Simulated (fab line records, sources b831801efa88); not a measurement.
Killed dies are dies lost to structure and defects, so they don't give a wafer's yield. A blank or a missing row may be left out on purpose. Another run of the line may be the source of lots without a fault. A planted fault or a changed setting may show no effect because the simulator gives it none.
The tool behind it: which one? | flow gf180mcu | Sampling: 11 lots, 33 wafers, 4 of 602 route steps

WHAT EACH GAUGE READ, for each wafer
GF_M4_OVL_MEAS_15.
lot  | measured     | on         | M4_OVL (nm)
L804 | day 24 01:04 | overlay-02 | 10 9 1
L805 | day 24 07:00 | overlay-01 | 1 -3 1
L810 | day 26 02:47 | overlay-02 | -6 -6 -8
L811 | day 26 12:15 | overlay-01 | 3 -8 0
L816 | day 27 22:51 | overlay-01 | 5 -7 2
L817 | day 28 04:55 | overlay-02 | 1 -5 1
L819 | day 29 00:36 | overlay-01 | -1 -2 -2
L820 | day 29 08:53 | overlay-01 | 41 48 40 44 52 44
L821 | day 29 19:48 | overlay-02 | -6 3 2
L823 | day 30 00:55 | overlay-02 | -6 2 -4
L826 | day 30 23:17 | overlay-02 | 50 39 45 53 44 50

EACH LOT AND THE TOOL THAT RAN IT (in order: tool; ch and the chambers of the sampled wafers; start)
lot  | GF_M3_SPUTTER_03             | GF_M3_METAL_ETCH_16               | GF_M4_EXPOSE_11
L804 | pvd sputter-04, day 20 23:25 | rie metal-02 ch 0,1, day 21 23:10 | krf scanner-01 ch 0, day 23 13:01
L805 | pvd sputter-01, day 21 06:39 | rie metal-02 ch 0,1, day 22 06:10 | krf scanner-01 ch 0, day 23 20:20
L810 | pvd sputter-04, day 23 06:03 | rie metal-02 ch 0,1, day 24 05:17 | krf scanner-02 ch 0, day 25 16:42
L811 | pvd sputter-04, day 23 15:41 | rie metal-03 ch 0,1, day 24 13:53 | krf scanner-02 ch 0, day 26 02:17
L816 | pvd sputter-04, day 25 05:23 | rie metal-04 ch 0,1, day 26 03:13 | krf scanner-02 ch 0, day 27 12:40
L817 | pvd sputter-02, day 25 11:30 | rie metal-02 ch 0,1, day 26 09:02 | krf scanner-01 ch 0, day 27 19:26
L819 | pvd sputter-01, day 26 07:56 | rie metal-03 ch 1, day 27 05:14   | krf scanner-01 ch 0, day 28 14:49
L820 | pvd sputter-02, day 26 17:12 | rie metal-04 ch 0,1, day 27 13:07 | krf scanner-01 ch 0, day 28 23:33
L821 | pvd sputter-02, day 27 04:36 | rie metal-02 ch 0,1, day 28 01:13 | krf scanner-02 ch 0, day 29 10:27
L823 | pvd sputter-04, day 27 11:22 | rie metal-04 ch 0, day 28 07:29   | krf scanner-02 ch 0, day 29 15:40
L826 | pvd sputter-02, day 28 11:01 | rie metal-04 ch 0,1, day 29 06:38 | krf scanner-01 ch 0, day 30 14:27
- GF_M3_SPUTTER_03: material Ti, target thk 10 nm, time 6.7 s.
- GF_M3_METAL_ETCH_16: etches the open film in Cl2/BCl3, stops on SiO2, target depth 750.8 nm, time 125.1 s.
- GF_M4_EXPOSE_11: exposes mask Metal4, target cd 280 nm.

THE ANSWER, worked out from the rows above alone
Rule: the usual values come from the lots themselves. Put in order of their means at a reading, lots are off if they are a third of the lots or fewer, leave a main group of 4 or more, and stand apart from it by a gap of 3 or more times the standard deviation of the main group's means; of several such gaps the widest counts. A main group whose means are all the same, to the digits that the tables above print for the reading, isn't used. Also off: a lot with no number at a reading for which 4 or more lots have one. The other lots that the step has rows for count as sound.
Off: L820, L826, at GF_M4_OVL_MEAS_15 (M4_OVL). Mean -1 nm and standard deviation 3.3 in the main group.
If a tool, at a process step before that reading, ran all the lots that are off and no sound lot after the first of them, it fits. Those tools and the gauges at GF_M4_OVL_MEAS_15 are tried in the same way. One candidate fits, namely krf scanner-01 at GF_M4_EXPOSE_11. A fault onset in the window from L819 (day 28 14:49, its last sound lot) to L820 (day 28 23:33, its first lot off) fits.

WHAT THE SIMULATOR HAD INSERTED
Scanner matching overlay: krf scanner-01, from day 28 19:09 on, at GF_M4_EXPOSE_11. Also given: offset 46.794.
Shown lots that were struck: L820, L826. The rule given above showed the same thing.
